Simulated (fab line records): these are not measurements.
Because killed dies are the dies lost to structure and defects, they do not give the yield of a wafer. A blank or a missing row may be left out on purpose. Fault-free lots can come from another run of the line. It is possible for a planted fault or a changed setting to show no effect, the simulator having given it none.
Split-lot experiment / flow sfqLine / on a route of 325 steps: 5 lots, 23 wafers read

== THE SPLIT ==
At SFQ_TRILAYER_R5_DEP_SPUTTER_133 (material MoNx, target thk 40 nm, time 66.7 s), the setting powerW was moved away from the recipe's 1000 W on 7 of the 23 wafers read, by -9.4% to +6.0%. The other wafers ran this setting at the recipe's value.

== FROM THE SPLIT TO THE READING: what the file shows between them, 2 steps ==
- SFQ_TRILAYER_R5_DEP_SPUTTER_134: material Ti, target thk 5 nm, time 5 s
- SFQ_R5_RS_MEAS_933: measures by four-point-probe

== THE READING ==
R5_MONX_THK, in nm, at SFQ_R5_THK_MEAS_934 (measures by xrf). Typical for fault-free wafers on this fab line: 39.5 nm, with standard deviation 0.42 nm.

wafer=L075.3; tool, chamber at the split=pvdSputter-06, -; powerW as run, W=1000; against the recipe=recipe; R5_MONX_THK, nm=39.0; against lot-mates on the recipe=-
wafer=L075.4; tool, chamber at the split=pvdSputter-06, -; powerW as run, W=1000; against the recipe=recipe; R5_MONX_THK, nm=39.6; against lot-mates on the recipe=-
wafer=L075.5; tool, chamber at the split=pvdSputter-06, -; powerW as run, W=1000; against the recipe=recipe; R5_MONX_THK, nm=39.3; against lot-mates on the recipe=-
wafer=L079.1; tool, chamber at the split=pvdSputter-03, -; powerW as run, W=906.1; against the recipe=-9.4%; R5_MONX_THK, nm=35.7; against lot-mates on the recipe=-3.5
wafer=L079.2; tool, chamber at the split=pvdSputter-03, -; powerW as run, W=906.1; against the recipe=-9.4%; R5_MONX_THK, nm=35.6; against lot-mates on the recipe=-3.6
wafer=L079.4; tool, chamber at the split=pvdSputter-03, -; powerW as run, W=906.1; against the recipe=-9.4%; R5_MONX_THK, nm=35.5; against lot-mates on the recipe=-3.7
wafer=L079.5; tool, chamber at the split=pvdSputter-03, -; powerW as run, W=1000; against the recipe=recipe; R5_MONX_THK, nm=39.0; against lot-mates on the recipe=-
wafer=L079.6; tool, chamber at the split=pvdSputter-03, -; powerW as run, W=1000; against the recipe=recipe; R5_MONX_THK, nm=39.4; against lot-mates on the recipe=-
wafer=L080.1; tool, chamber at the split=pvdSputter-06, -; powerW as run, W=1000; against the recipe=recipe; R5_MONX_THK, nm=39.1; against lot-mates on the recipe=-
wafer=L080.2; tool, chamber at the split=pvdSputter-06, -; powerW as run, W=1000; against the recipe=recipe; R5_MONX_THK, nm=39.2; against lot-mates on the recipe=-
wafer=L080.3; tool, chamber at the split=pvdSputter-06, -; powerW as run, W=1000; against the recipe=recipe; R5_MONX_THK, nm=39.4; against lot-mates on the recipe=-
wafer=L080.4; tool, chamber at the split=pvdSputter-06, -; powerW as run, W=1057; against the recipe=+5.7%; R5_MONX_THK, nm=41.8; against lot-mates on the recipe=+2.6
wafer=L080.5; tool, chamber at the split=pvdSputter-06, -; powerW as run, W=1057; against the recipe=+5.7%; R5_MONX_THK, nm=41.7; against lot-mates on the recipe=+2.5
wafer=L081.1; tool, chamber at the split=pvdSputter-03, -; powerW as run, W=1000; against the recipe=recipe; R5_MONX_THK, nm=39.4; against lot-mates on the recipe=-
wafer=L081.2; tool, chamber at the split=pvdSputter-03, -; powerW as run, W=1060; against the recipe=+6.0%; R5_MONX_THK, nm=41.6; against lot-mates on the recipe=+2.6
wafer=L081.3; tool, chamber at the split=pvdSputter-03, -; powerW as run, W=1000; against the recipe=recipe; R5_MONX_THK, nm=39.3; against lot-mates on the recipe=-
wafer=L081.5; tool, chamber at the split=pvdSputter-03, -; powerW as run, W=1060; against the recipe=+6.0%; R5_MONX_THK, nm=41.8; against lot-mates on the recipe=+2.8
wafer=L081.6; tool, chamber at the split=pvdSputter-03, -; powerW as run, W=1000; against the recipe=recipe; R5_MONX_THK, nm=38.4; against lot-mates on the recipe=-
wafer=L083.2; tool, chamber at the split=pvdSputter-05, -; powerW as run, W=1000; against the recipe=recipe; R5_MONX_THK, nm=38.9; against lot-mates on the recipe=-
wafer=L083.3; tool, chamber at the split=pvdSputter-05, -; powerW as run, W=1000; against the recipe=recipe; R5_MONX_THK, nm=39.7; against lot-mates on the recipe=-
wafer=L083.4; tool, chamber at the split=pvdSputter-05, -; powerW as run, W=1000; against the recipe=recipe; R5_MONX_THK, nm=39.2; against lot-mates on the recipe=-
wafer=L083.5; tool, chamber at the split=pvdSputter-05, -; powerW as run, W=1000; against the recipe=recipe; R5_MONX_THK, nm=39.5; against lot-mates on the recipe=-
wafer=L083.6; tool, chamber at the split=pvdSputter-05, -; powerW as run, W=1000; against the recipe=recipe; R5_MONX_THK, nm=39.4; against lot-mates on the recipe=-

FIT RESULTS
A straight line over all 23 wafers: R5_MONX_THK changes by +0.401 nm for each +1% of powerW; r = +0.99; the points scatter about the line by 0.28 nm.
The same after taking each lot's own level away (the mean of its wafers on the recipe; 23 wafers): +0.405 nm for each +1%; r = +0.99; scatter 0.27 nm.
That fit puts the effect of the largest move of powerW on the reading at 3.8 nm.
From 39.03 to 39.34 nm: that is the span of the lots' own levels, equal to 0.7 times the standard deviation above.
The two slopes agree, so the slope changes little with the lot-to-lot level.
Check: -3.81 nm against its lot-mates is what the line predicts for one of the wafers moved furthest among these (-9.4%) when that wafer is left out of the fit. Against them it came out at -3.5 nm.

== OTHER SPLITS ON THESE WAFERS ==
Other splits were also applied to these wafers ahead of the reading. Each is held against what the fit with the lots' levels taken away leaves over:
other split on the same wafers=SFQ_TRILAYER_JJ_CE_LITHO_PEB_117 pebTempC; wafers away from the commonest value=6; r with R5_MONX_THK (lot level and that fit taken away)=-0.17
other split on the same wafers=SFQ_TRILAYER_M5_LITHO_COAT_123 spinRpm; wafers away from the commonest value=7; r with R5_MONX_THK (lot level and that fit taken away)=+0.11
other split on the same wafers=SFQ_TRILAYER_M5_BARC_OPEN_METAL_ETCH_161 biasW; wafers away from the commonest value=10; r with R5_MONX_THK (lot level and that fit taken away)=+0.20

== THE WHOLE CHAIN: every reading that the file lists as answering this split, in the file's order ==
step=SFQ_TRILAYER_R5_DEP_SPUTTER_133; what it does=material MoNx, target thk 40 nm, time 66.7 s; reading=MoNx_of_TRILAYER_R5_DEP_SPUTTER_133.thkNm (the simulator's own value, which no gauge read); change (the file's fit)=+0.4 nm for each +1% of the setting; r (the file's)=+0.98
step=SFQ_R5_RS_MEAS_933; what it does=measures by four-point-probe; reading=R5_MONX_RS; change (the file's fit)=-0.0684 for each +1% of the setting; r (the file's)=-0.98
step=SFQ_R5_THK_MEAS_934; what it does=measures by xrf; reading=R5_MONX_THK; change (the file's fit)=+0.408 for each +1% of the setting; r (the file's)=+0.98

== THE FILE'S OWN FIT ==
R5_MONX_THK changes by +0.408 nm for each +1% of powerW, r = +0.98.
